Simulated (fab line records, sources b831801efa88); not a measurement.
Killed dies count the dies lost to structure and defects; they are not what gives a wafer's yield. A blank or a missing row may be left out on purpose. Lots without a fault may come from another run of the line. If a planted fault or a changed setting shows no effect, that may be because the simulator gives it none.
Chamber matching | flow gf180mcu | GF_V3_CVD_02 on pecvd-01: 3 sister chambers
The step deposits SiO2 from TEOS, target thk 850 nm, time 96.61 s. 3 wafers are shown with their chamber, then 8 later ones without.

== EACH WAFER AND ITS CHAMBER ==
wafer  | chamber | heater_power_w (W)
L090.1 | 0       | 661
L090.3 | 2       | 569
L091.2 | 1       | 779

== WAFERS WHOSE CHAMBER IS MISSING ==
wafer  | heater_power_w (W)
L091.3 | 592
L091.6 | 687
L095.1 | 654
L095.3 | 670
L095.4 | 770
L096.3 | 835
L096.4 | 863
L096.6 | 677

== THE CHAMBER EACH PASSED THROUGH ==
wafer  | from the rows above     | in truth
L091.3 | can't be placed: 2 or 0 | 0
L091.6 | can't be placed: 0 or 1 | 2
L095.1 | 0                       | 0
L095.3 | 0                       | 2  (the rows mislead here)
L095.4 | 1                       | 1
L096.3 | 1                       | 1
L096.4 | 1                       | 1
L096.6 | 0                       | 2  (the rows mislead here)
Correct placement for 4 of the 8. Unplaceable from these rows: 2, with the true chamber sitting among the candidates in 1. Number placed wrongly: 2.
How it was worked out, from the rows above alone: a wafer's distance from a chamber is the root of the sum, over the readings, of the square of ((its reading less the chamber's mean) divided by the reading's scatter). The wafer belongs to the nearest chamber; if the next one is less than 2 further off, it can't be placed. For every chamber, the mean is computed from those of its wafers that are shown. The scatter (one wafer shown for each chamber): square how far every hidden wafer sits from the nearest shown wafer, average those squares and take the square root.
